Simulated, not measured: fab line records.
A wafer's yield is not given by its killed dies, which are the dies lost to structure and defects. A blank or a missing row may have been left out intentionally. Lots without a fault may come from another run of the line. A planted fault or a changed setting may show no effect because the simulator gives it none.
fab line records ; flow sky130 ; part 2 of 2: steps 33 to 42 of 42
[record] lots = 5; wafers = 15; last_day = 51
route steps=708 shown DNWELL@41 PWDE@45 NWELL@56
lots untouched by any fault: they come from a run of this same line in which no faults occurred
start_h: hours from the record's opening day to when the first of the lot's shown wafers began ; wait_h: hours from the lot's prior step to this one ; " repeats the value in the row above ; L1.1+2: several wafers, shown together as one row ; - no value present, or no start provided ; * or withheld: withheld ; < > ~ a bound
route shown NAME@n: NAME is a module with steps in the file, n the number in the route of the first one ; usual: mean/standard deviation taken from wafers without a fault ; same: alike in all rows ; chamber/n: place in a boat ; sites: per-site readings ; _std_site: how widely they spread, as a standard deviation ; _edge_site: the outer-site mean with the inner-site mean subtracted ; radius_mm: for every site, how far away it sits from the centre of the wafer ; mask NAME#n: copy n ; behind: the most recent tool/chamber to have shaped the wafer ; hold: reason for holding the lot/hours on hold/outcome of the hold ; device: the n, p or np transistor that did not switch ; end of line: the route-end tests of the same wafers ; where a step has no rows: the recipe by itself ; killed: dies lost to structure and defects at the first sort, not the wafer's yield ; map: a wafer's dies, x killed, . not, _ none there
set.NAME: the setting as run; set.NAME@STEP: as run at that earlier step ; model.NAME: the simulator's own value behind a step, which no gauge read
lots at selected steps of the route; one table per step, one row per wafer
services: when a tool's chamber went out of use (start_h, in hours from the record's first day, below 0 if earlier), for how many hours, and the reason
[[steps]]
[step SKY_NWELL_EXPOSE_20]
[recipe] mask_id = NWM_COMPLEMENT; na = 0.6; source_shape = conventional; sigma_outer = 0.6; polarization = unpolarized; target_cd_nm = 840; dose_mj = 260
[usual] focus_offset_nm = 0.1/0.53
lot.wafer;tool;chamber;start_h;wait_h;mask;focus_offset_nm
L074.2;iline_stepper-02;0;-;-;NWM_COMPLEMENT#0;0.0
L074.4;iline_stepper-02;0;-;-;NWM_COMPLEMENT#0;0.1
L074.5;iline_stepper-02;0;-;-;NWM_COMPLEMENT#0;0.7
L077.4;iline_stepper-01;0;-;-;NWM_COMPLEMENT#0;0.0
L077.5;iline_stepper-01;0;-;-;NWM_COMPLEMENT#0;-0.5
L077.6;iline_stepper-01;0;-;-;NWM_COMPLEMENT#0;-0.4
L078.1;iline_stepper-01;0;-;-;NWM_COMPLEMENT#0;0.2
L078.3;iline_stepper-01;0;-;-;NWM_COMPLEMENT#0;0.3
L078.4;iline_stepper-01;0;-;-;NWM_COMPLEMENT#0;0.3
L094.3;iline_stepper-01;0;-;-;NWM_COMPLEMENT#0;1.1
L094.4;iline_stepper-01;0;-;-;NWM_COMPLEMENT#0;0.4
L094.5;iline_stepper-01;0;-;-;NWM_COMPLEMENT#0;0.7
L097.1;iline_stepper-02;0;-;-;NWM_COMPLEMENT#0;-0.7
L097.2;iline_stepper-02;0;-;-;NWM_COMPLEMENT#0;-0.7
L097.3;iline_stepper-02;0;-;-;NWM_COMPLEMENT#0;0.4
[step SKY_NWELL_PEB_21]
[recipe] temp_c = 115; time_s = withheld
lot.wafer;tool;chamber;start_h;wait_h
L074.2+4+5;litho_track-04;0;-;-
L077.4+5+6;litho_track-01;0;-;-
L078.1+3+4;litho_track-01;0;-;-
L094.3+4+5;litho_track-03;0;-;-
L097.1+2+3;litho_track-04;0;-;-
[step SKY_NWELL_DEVELOP_22]
[recipe] wall_angle_deg = 90; developer = TMAH; develop_time_s = 60; dev_temp_c = 23
lot.wafer;tool;chamber;start_h;wait_h
L074.2+4+5;litho_track-04;0;-;-
L077.4+5+6;litho_track-01;0;-;-
L078.1+3+4;litho_track-01;0;-;-
L094.3+4+5;litho_track-03;0;-;-
L097.1+2+3;litho_track-04;0;-;-
[step SKY_NWELL_OVL_MEAS_23]
[usual] NWELL_01_OVL = 1.3/1.3
lot.wafer;tool;chamber;start_h;wait_h;NWELL_01_OVL[nm]
L074.2;overlay-01;-;103.17;-;1.4
L074.4;overlay-01;-;103.17;-;1.1
L074.5;overlay-01;-;103.17;-;0.5
L077.4;overlay-01;-;117.78;-;-0.7
L077.5;overlay-01;-;117.78;-;0.3
L077.6;overlay-01;-;117.78;-;1.0
L078.1;overlay-01;-;126.26;-;2.4
L078.3;overlay-01;-;126.26;-;1.4
L078.4;overlay-01;-;126.26;-;1.2
L094.3;overlay-02;-;237.62;-;2.2
L094.4;overlay-02;-;237.62;-;2.4
L094.5;overlay-02;-;237.62;-;0.4
L097.1;overlay-02;-;250.37;-;0.8
L097.2;overlay-02;-;250.37;-;0.5
L097.3;overlay-02;-;250.37;-;0.7
[step SKY_NWELL_IMPLANT_24]
[recipe] species = B; energy_kev = 140; dose_cm2 = 9.2e+12; tilt_deg = withheld
[usual] dose_ions_cm2 = 9.2e+12/9.1e+09; faraday_current_uA = 51.8/0.93
lot.wafer;tool;chamber;start_h;wait_h;dose_ions_cm2;faraday_current_uA
L074.2;implanter-04;0;103.23;0.0;9.215e+12;51.6
L074.4;implanter-04;0;103.23;0.0;9.208e+12;52.6
L074.5;implanter-04;0;103.23;0.0;9.199e+12;50.2
L077.4;implanter-03;0;117.87;0.1;9.193e+12;53.2
L077.5;implanter-03;0;117.87;0.1;9.213e+12;52.1
L077.6;implanter-03;0;117.87;0.1;9.215e+12;52.2
L078.1;implanter-02;0;126.30;0.0;9.203e+12;52.1
L078.3;implanter-02;0;126.30;0.0;9.196e+12;51.2
L078.4;implanter-02;0;126.30;0.0;9.193e+12;53.2
L094.3;implanter-02;0;237.70;0.1;9.206e+12;53.4
L094.4;implanter-02;0;237.70;0.1;9.203e+12;51.0
L094.5;implanter-02;0;237.70;0.1;9.201e+12;51.3
L097.1;implanter-03;0;250.40;0.0;9.226e+12;52.6
L097.2;implanter-03;0;250.40;0.0;9.215e+12;52.3
L097.3;implanter-03;0;250.40;0.0;9.202e+12;50.9
[step SKY_NWELL_STRIP_25]
[recipe] chemistry = O2/N2; power_w = 1400; pressure_mtorr = 1500; platen_temp_c = withheld; o2_flow_sccm = 3000; n2_flow_sccm = 300; overash_fraction = 0.5
[usual] drypump_motor_current_A = 5.2/0.38; oes_product_au = 0.722/0.0045; strip_time_to_endpoint_s = 37.01/0.11
lot.wafer;tool;chamber;start_h;wait_h;drypump_motor_current_A;oes_product_au;rf_hours_counter_h;strip_time_to_endpoint_s
L074.2;plasma_asher-01;0;103.35;0.1;5.9;0.720;41;36.88
L074.4;plasma_asher-01;1;103.35;0.1;4.6;0.720;-;36.96
L074.5;plasma_asher-01;1;103.35;0.1;4.6;0.717;-;36.91
L077.4;plasma_asher-01;1;117.98;0.1;4.6;0.712;-;36.90
L077.5;plasma_asher-01;1;117.98;0.1;4.6;0.729;-;36.79
L077.6;plasma_asher-01;0;117.98;0.1;5.9;0.720;-;36.93
L078.1;plasma_asher-02;1;126.45;0.1;5.4;0.723;32;36.97
L078.3;plasma_asher-02;0;126.45;0.1;5.0;0.724;-;37.00
L078.4;plasma_asher-02;1;126.45;0.1;5.4;0.722;-;37.03
L094.3;plasma_asher-02;1;237.83;0.1;5.4;0.722;-;37.05
L094.4;plasma_asher-02;0;237.83;0.1;5.1;0.724;-;37.05
L094.5;plasma_asher-02;1;237.83;0.1;5.4;0.722;-;37.11
L097.1;plasma_asher-01;0;250.55;0.1;5.9;0.718;13;36.80
L097.2;plasma_asher-01;1;250.55;0.1;4.6;0.719;13;36.91
L097.3;plasma_asher-01;0;250.55;0.1;5.9;0.722;-;36.81
[step SKY_NWELL_TW_MEAS_26]
[usual] NWELL_2_TW = 498/3.1
lot.wafer;tool;chamber;start_h;wait_h;NWELL_2_TW
L074.2;film_metro-01;-;103.46;0.1;496
L074.4;film_metro-01;-;103.46;0.1;497
L074.5;film_metro-01;-;103.46;0.1;495
L077.4;film_metro-03;-;118.08;0.1;501
L077.5;film_metro-03;-;118.08;0.1;501
L077.6;film_metro-03;-;118.08;0.1;502
L078.1;film_metro-03;-;126.55;0.1;498
L078.3;film_metro-03;-;126.55;0.1;497
L078.4;film_metro-03;-;126.55;0.1;500
L094.3;film_metro-03;-;237.92;0.1;498
L094.4;film_metro-03;-;237.92;0.1;497
L094.5;film_metro-03;-;237.92;0.1;500
L097.1;film_metro-03;-;250.65;0.1;504
L097.2;film_metro-03;-;250.65;0.1;502
L097.3;film_metro-03;-;250.65;0.1;504
[step SKY_NWELL_CLEAN_27]
[recipe] chemistry = SC1/SC2; mix = 1:4:20; temp_c = 70; time_s = 150; dry = n2_spin
lot.wafer;tool;chamber;start_h;wait_h
L074.2+4+5;wet_bench-04;1;103.51;0.0
L077.4+5+6;wet_bench-03;3;118.11;0.0
L078.1+3+4;wet_bench-01;3;126.61;0.1
L094.3+4+5;wet_bench-01;1;237.96;0.0
L097.1+2+3;wet_bench-04;3;250.71;0.1
[step SKY_NWELL_RTA_28]
[recipe] temp_c = 1050; time_s = 30; idle_temp_c = 650; ramp_up_c_per_s = 150; ramp_down_c_per_s = 90; ambient = N2
[usual] lamp_power_pct = 25.30/0.051; wafer_temp_C_max = 1054.9/0.95
lot.wafer;tool;chamber;start_h;wait_h;lamp_power_pct;wafer_temp_C_max
L074.2;rtp_anneal-01;0;103.63;0.0;25.35;1054.2
L074.4;rtp_anneal-01;0;103.63;0.0;25.20;1054.9
L074.5;rtp_anneal-01;0;103.63;0.0;25.32;1055.1
L077.4;rtp_anneal-01;0;118.21;0.1;25.25;1055.6
L077.5;rtp_anneal-01;0;118.21;0.1;25.31;1058.3
L077.6;rtp_anneal-01;0;118.21;0.1;25.25;1054.1
L078.1;rtp_anneal-01;0;126.66;0.0;25.35;1055.7
L078.3;rtp_anneal-01;0;126.66;0.0;25.33;1053.2
L078.4;rtp_anneal-01;0;126.66;0.0;25.29;1053.8
L094.3;rtp_anneal-02;0;238.05;0.0;25.20;1055.0
L094.4;rtp_anneal-02;0;238.05;0.0;25.25;1055.2
L094.5;rtp_anneal-02;0;238.05;0.0;25.40;1055.0
L097.1;rtp_anneal-01;0;250.77;0.0;25.29;1054.3
L097.2;rtp_anneal-01;0;250.77;0.0;25.29;1053.4
L097.3;rtp_anneal-01;0;250.77;0.0;25.25;1055.6
[step SKY_NWELL_RS_MEAS_29]
[recipe] thk_meas_gauge = four-point-probe
[usual] NWELL_RS = 624.7/1.5
lot.wafer;tool;chamber;start_h;wait_h;NWELL_RS[ohm/sq]
L074.2;film_metro-04;-;103.73;0.1;627.9
L074.4;film_metro-04;-;103.73;0.1;625.3
L074.5;film_metro-04;-;103.73;0.1;625.6
L077.4;film_metro-01;-;118.32;0.1;624.3
L077.5;film_metro-01;-;118.32;0.1;623.9
L077.6;film_metro-01;-;118.32;0.1;623.6
L078.1;film_metro-04;-;126.76;0.1;623.7
L078.3;film_metro-04;-;126.76;0.1;624.9
L078.4;film_metro-04;-;126.76;0.1;624.2
L094.3;film_metro-04;-;238.15;0.1;626.6
L094.4;film_metro-04;-;238.15;0.1;625.9
L094.5;film_metro-04;-;238.15;0.1;627.0
L097.1;film_metro-01;-;250.87;0.1;625.9
L097.2;film_metro-01;-;250.87;0.1;625.2
L097.3;film_metro-01;-;250.87;0.1;626.1
[[services]]
tool;chamber;start_h;hours;kind
implanter-01;-;45.51;10.4;repair
plasma_asher-03;-;50.73;7.7;repair
implanter-04;-;52.20;4.8;repair
implanter-04;-;57.02;3.9;pm
implanter-01;-;59.34;3.1;repair
implanter-04;-;60.18;1.4;repair
iline_stepper-02;-;70.11;1.7;pm
iline_stepper-02;-;88.36;2.1;pm
iline_stepper-02;-;104.25;11.7;repair
implanter-02;-;104.91;2.0;repair
plasma_asher-01;-;108.75;9.0;pm
plasma_asher-01;0;108.75;9.0;vent_cycle
implanter-02;-;117.67;3.9;repair
iline_stepper-01;-;120.73;1.7;pm
plasma_asher-01;-;144.23;0.8;repair
iline_stepper-01;-;144.75;1.3;repair
litho_track-03;-;147.87;-;consumable_replace:filter
implanter-01;-;175.28;2.8;repair
implanter-03;-;202.67;0.8;repair
implanter-04;-;220.33;2.2;repair
iline_stepper-01;-;228.20;2.1;pm
plasma_asher-03;-;245.79;7.7;repair
plasma_asher-03;-;246.16;3.6;repair
wet_bench-03;-;250.36;0.8;repair
